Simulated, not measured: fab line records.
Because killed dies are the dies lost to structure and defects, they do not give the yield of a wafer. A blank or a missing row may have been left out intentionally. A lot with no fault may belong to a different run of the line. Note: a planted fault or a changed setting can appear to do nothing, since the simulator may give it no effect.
A struck lot beside a sound one | flow sky130 | 17 out of 708 route steps
Sound: wafers L597.1, L597.3, L597.4. Struck: wafers L607.2, L607.4, L607.6. Last of all comes the cause.
Order at every step that has rows: each side's tool, ch and its chambers, its first start. Under that, the readings that differ: sound wafers | struck wafers | difference of the means | sigmas: that difference in standard deviations of wafers without a fault.
alike: same words and numbers on both sides, and readings whose means sit less than 2 such deviations apart. not compared: any withheld reading, any reading some wafer has no value for, any bound like >300 that may hide the same value, and any number with overlapping values for which the record gives no deviation.
The two part at a step that has a row with sigmas, a row that says differs or no value, or rows on one side only. When numbers do not overlap yet have no deviation, they are printed without sigmas and do not part them. Lack of a reading on every wafer of one side parts them only where that side has two or more wafers.

first, 1 step without rows for these wafers: SKY_VT_ADJUST_NCORE_IMPLANT_09.
SKY_VT_ADJUST_NCORE_STRIP_10: strips in O2/N2.
  sound on plasmaAsher-04 ch 0,1, day 10 11:41; struck on plasmaAsher-04 ch 0,1, day 13 06:22
  alike: drypumpMotorCurrentA, oesProductAu, stripTimeToEndpointS
  not compared: rfHoursCounterH
SKY_VT_ADJUST_NCORE_TW_MEAS_11:
  sound on filmMetro-03, day 10 11:47; struck on filmMetro-02, day 13 06:28
  alike: VT_ADJUST_NCORE_TW
then, 7 steps without rows for these wafers: SKY_VT_ADJUST_HVTR_DEHYDRATE_00 (time 60 s); SKY_VT_ADJUST_HVTR_HMDS_01 (prime time 60 s); SKY_VT_ADJUST_HVTR_COAT_02 (resist thk 1140 nm); SKY_VT_ADJUST_HVTR_SOFTBAKE_03 (time 60 s); SKY_VT_ADJUST_HVTR_EXPOSE_04 (exposes mask HVTRM, target cd 380 nm); SKY_VT_ADJUST_HVTR_PEB_05; SKY_VT_ADJUST_HVTR_DEVELOP_06 (develop time 60 s).
SKY_VT_ADJUST_HVTR_CD_MEAS_07: the cd target is 380 nm.
  sound on cdSem-02, day 11 10:13; struck on cdSem-01, day 14 07:57
  alike: cdNm
SKY_VT_ADJUST_HVTR_OVL_MEAS_08:
  sound on overlay-02, day 11 10:20; struck on overlay-02, day 14 08:04
  alike: VT_ADJUST_HVTR_OVL
SKY_VT_ADJUST_HVTR_IMPLANT_09:
  sound on implanter-04 ch 0, day 11 10:22; struck on implanter-04 ch 0, day 14 08:07
reading          | sound                            | struck                           | difference  | sigmas
doseIonsCm2      | 2.1033e+12 2.0977e+12 2.0984e+12 | 1.5164e+12 1.5182e+12 1.5196e+12 | -5.8173e+11 | -99 or more
faradayCurrentUA | 12.12 11.99 12.03                | 8.53 8.48 8.56                   | -3.52       | -15
  alike: beamOnS, endStationPressureTorr
SKY_VT_ADJUST_HVTR_STRIP_10: strips in O2/N2.
  sound on plasmaAsher-04 ch 0,1, day 11 10:31; struck on plasmaAsher-02 ch 0,1, day 14 08:14
  alike: drypumpMotorCurrentA, oesProductAu, stripTimeToEndpointS
  not compared: rfHoursCounterH
SKY_VT_ADJUST_HVTR_TW_MEAS_11:
  sound on filmMetro-01, day 11 10:37; struck on filmMetro-01, day 14 08:21
reading           | sound             | struck            | difference | sigmas
VT_ADJUST_HVTR_TW | 212.9 213.5 214.1 | 193.9 194.2 195.7 | -18.9      | -24
then, 1 step without rows for these wafers: SKY_VT_ADJUST_PCH_DEHYDRATE_00 (time 60 s).
-- here the record skips 35 days between the struck wafers' starts before and after, leaving off in module VT_ADJUST_PCH and picking up in module PAD_OPEN (first step shown: number 708 of the route) --
SKY_PAD_OPEN_PROBE_99:
  sound on prober-02, day 47 10:47; struck on prober-02, day 49 17:06
reading                               | sound                   | struck                  | difference | sigmas
model.etest.pfet_01v8_mvt.driveUaUm   | 156.7 155.7 159         | 141.4 141.4 143.3       | -15.1      | 
model.etest.pfet_01v8_mvt.offLog10AUm | -10.22 -10.06 -10.16    | -11.63 -11.57 -11.62    | -1.46      | 
model.etest.pfet_01v8_mvt.vtSatV (V)  | -0.5229 -0.5223 -0.5232 | -0.6373 -0.6341 -0.627  | -0.1100    | 
model.etest.pfet_01v8_mvt.vtV (V)     | -0.6136 -0.6092 -0.6137 | -0.7113 -0.7101 -0.7062 | -0.0970    | 
model.etest.pfet_01v8_mvt.vtLongV (V) | -0.8216 -0.8184 -0.8202 | -0.9138 -0.9134 -0.9073 | -0.0914    | 
  alike: killed_at_M0_to_M3, killed_at_M4_up, killedAtContacts, killedAtFrontEnd, killedAtOther, killedDies, killedOnRim, killedOpen, killedShort

## WHERE THEY PART
Last at SKY_VT_ADJUST_HVTR_TW_MEAS_11 as far as this record goes, first at SKY_VT_ADJUST_HVTR_IMPLANT_09. Later steps at which nothing parts them and some readings are alike: SKY_PAD_OPEN_PROBE_99.

WHY: the cause the simulator had injected
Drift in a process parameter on implanter-04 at SKY_VT_ADJUST_HVTR_IMPLANT_09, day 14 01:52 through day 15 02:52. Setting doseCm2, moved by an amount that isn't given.
